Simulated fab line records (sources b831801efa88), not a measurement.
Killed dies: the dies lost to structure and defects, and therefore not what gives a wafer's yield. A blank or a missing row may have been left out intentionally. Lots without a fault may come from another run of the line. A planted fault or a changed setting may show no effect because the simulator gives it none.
The tool behind it: which one? | flow gf180mcu | Sampling: 24 lots, 72 wafers, 5 of 602 route steps

## WHAT THE GAUGES READ, wafer by wafer
GF_VT_IMPLANT_TW_MEAS_10.
lot  | measured     | on            | VT_IMPLANT_TW
L074 | day 5 14:49  | film-metro-04 | 568 568 568
L075 | day 5 21:04  | film-metro-04 | 569 570 571
L076 | day 6 03:25  | film-metro-02 | 573 573 570
L077 | day 6 14:12  | film-metro-02 | 574 574 575
L078 | day 6 19:05  | film-metro-02 | 575 573 572
L079 | day 6 23:49  | film-metro-04 | 575 574 571
L080 | day 7 08:31  | film-metro-04 | 566 568 573
L081 | day 7 11:47  | film-metro-04 | 568 570 570
L082 | day 7 16:08  | film-metro-02 | 570 573 571
L083 | day 7 22:58  | film-metro-04 | 568 568 566
L084 | day 8 07:04  | film-metro-04 | 569 570 570
L085 | day 8 11:13  | film-metro-02 | 575 575 577
L086 | day 8 20:07  | film-metro-02 | 577 576 579
L087 | day 9 01:34  | film-metro-04 | 575 572 574
L088 | day 9 05:52  | film-metro-02 | 572 576 572
L089 | day 9 11:58  | film-metro-02 | 574 572 571
L090 | day 9 20:07  | film-metro-01 | 568 563 566
L091 | day 10 00:25 | film-metro-01 | 570 571 571
L092 | day 10 09:21 | film-metro-04 | 572 571 569
L093 | day 10 12:35 | film-metro-04 | 572 572 575
L094 | day 10 19:52 | film-metro-02 | 577 575 575
L095 | day 11 02:56 | film-metro-01 | 565 569 567
L096 | day 11 09:39 | film-metro-02 | 576 573 577
L097 | day 11 16:33 | film-metro-02 | 571 577 574

GF_HV_LDD_CD_MEAS_07 targets a cd of 400 nm.
lot  | measured     | on        | cd-nm (nm)
L074 | day 9 23:49  | cd-sem-01 | 399.3 399.4 399.0
L075 | day 10 06:01 | cd-sem-02 | 399.0 396.7 396.8
L076 | day 10 15:46 | cd-sem-02 | 400.6 400.0 397.5
L077 | day 11 02:22 | cd-sem-02 | 401.8 400.1 401.2
L078 | day 11 10:32 | cd-sem-02 | 404.8 402.4 404.3
L079 | day 11 16:19 | cd-sem-02 | 403.7 402.3 402.9
L080 | day 12 02:34 | cd-sem-01 | 400.5 399.6 398.4
L081 | day 12 04:28 | cd-sem-02 | 396.7 396.7 395.7
L082 | day 12 14:01 | cd-sem-02 | 398.8 400.3 399.9
L083 | day 12 21:07 | cd-sem-02 | 399.8 397.2 401.4
L084 | day 13 05:09 | cd-sem-02 | 398.8 400.0 399.7
L085 | day 13 10:25 | cd-sem-01 | 399.6 399.7 400.4
L086 | day 13 21:05 | cd-sem-02 | 399.7 398.1 397.8
L087 | day 14 01:40 | cd-sem-01 | 398.7 397.2 399.4
L088 | day 14 08:40 | cd-sem-01 | 401.9 399.7 399.4
L089 | day 14 18:11 | cd-sem-01 | 404.8 403.3 403.4
L090 | day 15 00:32 | cd-sem-02 | 400.9 401.3 405.8
L091 | day 15 08:24 | cd-sem-02 | 395.1 395.0 396.6
L092 | day 15 17:41 | cd-sem-01 | 398.7 399.9 398.5
L093 | day 16 01:06 | cd-sem-02 | 402.8 404.4 402.0
L094 | day 16 07:16 | cd-sem-01 | 400.5 399.8 399.0
L095 | day 16 16:41 | cd-sem-01 | 399.8 397.8 401.5
L096 | day 16 22:36 | cd-sem-01 | 398.1 397.6 397.3
L097 | day 17 07:20 | cd-sem-01 | 401.0 402.1 401.2

GF_HV_LDD_RS_MEAS_53: measures by four-point-probe.
lot  | measured     | on            | HV_LDD_RS (ohm/sq)
L074 | day 12 09:16 | film-metro-04 | 417.4 417.4 417.5
L075 | day 12 18:49 | film-metro-04 | 417.8 417.3 417.4
L076 | day 13 03:16 | film-metro-04 | 418.6 419.4 418.6
L077 | day 13 14:52 | film-metro-03 | 417.2 417.5 418.2
L078 | day 14 00:10 | film-metro-04 | 418.5 418.9 418.7
L079 | day 14 06:45 | film-metro-04 | 416.9 417.9 417.9
L080 | day 14 17:49 | film-metro-02 | 418.2 417.4 417.4
L081 | day 14 21:11 | film-metro-04 | 418.7 418.3 417.8
L082 | day 15 07:21 | film-metro-04 | 418.9 419.2 420.2
L083 | day 15 13:51 | film-metro-02 | 418.0 418.8 418.6
L084 | day 15 22:16 | film-metro-02 | 419.4 419.0 419.1
L085 | day 16 05:20 | film-metro-03 | 419.0 419.1 418.2
L086 | day 16 17:05 | film-metro-03 | 418.1 416.6 416.5
L087 | day 16 20:46 | film-metro-02 | 420.3 420.4 420.1
L088 | day 17 04:36 | film-metro-04 | 419.9 419.9 419.9
L089 | day 17 15:29 | film-metro-02 | 418.9 420.0 418.2
L090 | day 17 21:52 | film-metro-02 | 417.1 418.2 419.2
L091 | day 18 07:10 | film-metro-04 | 420.0 418.9 418.1
L092 | day 18 16:46 | film-metro-04 | 418.5 419.0 419.2
L093 | day 19 00:56 | film-metro-04 | 417.6 416.7 416.5
L094 | day 19 07:19 | film-metro-02 | 418.7 420.2 420.3
L095 | day 19 17:53 | film-metro-03 | 416.1 418.6 418.0
L096 | day 20 00:47 | film-metro-03 | 415.9 415.9 417.1
L097 | day 20 09:19 | film-metro-02 | 418.6 419.0 419.6

GF_V1_THK_MEAS_03.
lot  | measured     | on            | V1_CVD_02_THK (nm)
L074 | day 17 02:29 | film-metro-01 | 861 855 875
L075 | day 17 15:12 | film-metro-03 | 861 850 863
L076 | day 18 00:47 | film-metro-02 | 856 849 853
L077 | day 18 13:56 | film-metro-03 | 860 860 860
L078 | day 19 02:01 | film-metro-03 | 833 832 845
L079 | day 19 08:35 | film-metro-01 | 859 865 865
L080 | day 20 00:23 | film-metro-03 | 826 830 841
L081 | day 20 00:56 | film-metro-01 | 845 855 847
L082 | day 20 15:13 | film-metro-02 | 875 878 877
L083 | day 20 20:34 | film-metro-03 | 864 864 867
L084 | day 21 05:28 | film-metro-01 | 843 863 823
L085 | day 21 15:00 | film-metro-02 | 827 865 830
L086 | day 22 02:18 | film-metro-02 | 823 837 841
L087 | day 22 04:59 | film-metro-02 | 837 825 838
L088 | day 22 13:59 | film-metro-01 | 837 837 819
L089 | day 22 22:07 | film-metro-02 | 841 855 868
L090 | day 23 07:25 | film-metro-03 | 875 846 891
L091 | day 23 15:29 | film-metro-01 | 823 849 872
L092 | day 23 23:56 | film-metro-03 | 845 880 871
L093 | day 24 08:10 | film-metro-01 | 831 850 855
L094 | day 24 12:01 | film-metro-02 | 872 860 883
L095 | day 24 22:02 | film-metro-01 | 841 847 866
L096 | day 25 04:56 | film-metro-01 | 855 882 892
L097 | day 25 13:37 | film-metro-01 | 834 837 844

## WHICH TOOL RAN EACH LOT (tool, then ch and the chambers of the sampled wafers, then the start)
lot  | GF_SALICIDE_RTA_06
L074 | rtp-anneal-01 ch 0, day 15 03:13
L075 | rtp-anneal-01 ch 0, day 15 13:46
L076 | rtp-anneal-01 ch 0, day 15 23:30
L077 | rtp-anneal-01 ch 0, day 16 12:31
L078 | rtp-anneal-02 ch 0, day 16 22:43
L079 | rtp-anneal-02 ch 0, day 17 05:17
L080 | rtp-anneal-01 ch 0, day 17 18:45
L081 | rtp-anneal-01 ch 0, day 17 20:37
L082 | rtp-anneal-02 ch 0, day 18 11:03
L083 | rtp-anneal-01 ch 0, day 18 16:34
L084 | rtp-anneal-02 ch 0, day 19 01:08
L085 | rtp-anneal-01 ch 0, day 19 10:14
L086 | rtp-anneal-02 ch 0, day 19 22:13
L087 | rtp-anneal-02 ch 0, day 20 01:40
L088 | rtp-anneal-02 ch 0, day 20 09:55
L089 | rtp-anneal-02 ch 0, day 20 19:35
L090 | rtp-anneal-01 ch 0, day 21 04:59
L091 | rtp-anneal-02 ch 0, day 21 13:14
L092 | rtp-anneal-02 ch 0, day 21 22:43
L093 | rtp-anneal-01 ch 0, day 22 06:46
L094 | rtp-anneal-01 ch 0, day 22 12:10
L095 | rtp-anneal-02 ch 0, day 22 22:06
L096 | rtp-anneal-02 ch 0, day 23 04:48
L097 | rtp-anneal-01 ch 0, day 23 14:17
- GF_SALICIDE_RTA_06: time 30 s.

## AS READ BY THE TOOLS THEMSELVES (means over the sampled wafers that have a number; for cases with no such wafer, the mark the record gives instead)
GF_SALICIDE_RTA_06.
lot  | tool          | anneal-temp-c-max | lamp-power-pct (%) | wafer_temp_C_max
L074 | rtp-anneal-01 | 532.6             | 6.3                | 533.1
L075 | rtp-anneal-01 | 532.4             | 6.3                | 532.8
L076 | rtp-anneal-01 | 532.9             | 6.3                | 532.7
L077 | rtp-anneal-01 | 533.3             | 6.3                | 532.1
L078 | rtp-anneal-02 | 532.4             | 7.3                | 531.8
L079 | rtp-anneal-02 | 532.7             | 7.3                | 531.9
L080 | rtp-anneal-01 | 533.2             | 6.3                | 532.5
L081 | rtp-anneal-01 | 532.8             | 6.3                | 532.1
L082 | rtp-anneal-02 | 532.0             | 7.3                | 531.9
L083 | rtp-anneal-01 | 533.4             | 6.3                | 533.1
L084 | rtp-anneal-02 | 532.2             | 7.3                | 531.4
L085 | rtp-anneal-01 | 533.0             | 6.3                | 532.8
L086 | rtp-anneal-02 | 532.6             | 7.3                | 531.5
L087 | rtp-anneal-02 | 532.2             | 7.3                | 531.4
L088 | rtp-anneal-02 | 532.1             | 7.3                | 531.1
L089 | rtp-anneal-02 | 532.6             | 7.3                | 531.4
L090 | rtp-anneal-01 | 533.7             | 6.3                | 532.9
L091 | rtp-anneal-02 | 532.5             | 7.3                | 531.4
L092 | rtp-anneal-02 | 532.5             | 7.3                | 531.7
L093 | rtp-anneal-01 | 532.9             | 6.3                | 532.8
L094 | rtp-anneal-01 | 533.5             | 6.3                | 532.6
L095 | rtp-anneal-02 | 532.5             | 7.3                | 531.7
L096 | rtp-anneal-02 | 532.1             | 7.3                | 531.3
L097 | rtp-anneal-01 | 532.9             | 6.3                | 533.0

## THE ANSWER, worked out from the rows above alone
Rule: usual is defined by the lots themselves. Put in order of their means at a reading, lots are off if they are a third of the lots or fewer, leave a main group of 4 or more, and stand apart from it by a gap of 3 or more times the standard deviation of the main group's means; of several such gaps the widest counts. A main group whose means are all the same, to the digits that the tables above print for the reading, isn't used. A lot without any number at a reading at which 4 lots or more have one is off too. All remaining lots with rows at the step are treated as sound. The gauges are gone through in route order, then the tools' own readings, and for those a lot's mean is taken as printed above. At the first step where some lot is off, the reading lying furthest off is the one used; lots without a number count as furthest.
No lot is off at any reading shown: from this, nothing can be told.

## WHAT WAS PUT IN BY THE SIMULATOR
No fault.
